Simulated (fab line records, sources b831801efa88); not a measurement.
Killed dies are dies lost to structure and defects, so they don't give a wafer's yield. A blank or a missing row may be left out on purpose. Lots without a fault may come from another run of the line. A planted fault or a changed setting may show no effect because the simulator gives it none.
Chamber matching | flow gf180mcu | GF_V4_CMP_04 on cmp-02: 4 sister chambers
The step polishes SiO2. 4 wafers are shown with their chamber, then 9 later ones without.

WAFERS WITH THEIR CHAMBER
wafer  | chamber | slurry_filter_dp_kPa (kPa)
L081.4 | 2       | 13.44
L089.2 | 0       | 13.32
L089.3 | 3       | 13.34
L089.6 | 1       | 13.54

WAFERS WITHOUT THEIR CHAMBER
wafer  | slurry_filter_dp_kPa (kPa)
L094.2 | 13.45
L094.3 | 13.50
L094.6 | 13.61
L095.1 | 13.59
L095.2 | 13.58
L095.5 | 13.35
L097.1 | 13.64
L097.3 | 13.67
L097.4 | 13.56

WHICH CHAMBER EACH WENT THROUGH
wafer  | from the rows above               | in truth
L094.2 | can't be placed: 2 or 1 or 3 or 0 | 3
L094.3 | can't be placed: 1 or 2 or 3      | 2
L094.6 | can't be placed: 1 or 2           | 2
L095.1 | can't be placed: 1 or 2           | 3
L095.2 | can't be placed: 1 or 2           | 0
L095.5 | can't be placed: 3 or 0 or 2      | 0
L097.1 | can't be placed: 1 or 2           | 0
L097.3 | can't be placed: 1 or 2           | 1
L097.4 | can't be placed: 1 or 2           | 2
Placed correctly: 0 of 9. Can't be placed from these rows: 9 (the true chamber is among the candidates in 6). Placed wrongly: 0.
How it was worked out, from the rows above alone: a wafer's distance from a chamber is the root of the sum, over the readings, of the square of ((its reading less the chamber's mean) divided by the reading's scatter). The wafer belongs to the nearest chamber; if the next one is less than 2 further off, it can't be placed. A chamber's mean is the mean of its shown wafers. The scatter: with one shown wafer a chamber, the root of the mean of the squares of how far each hidden wafer lies from its nearest shown one.
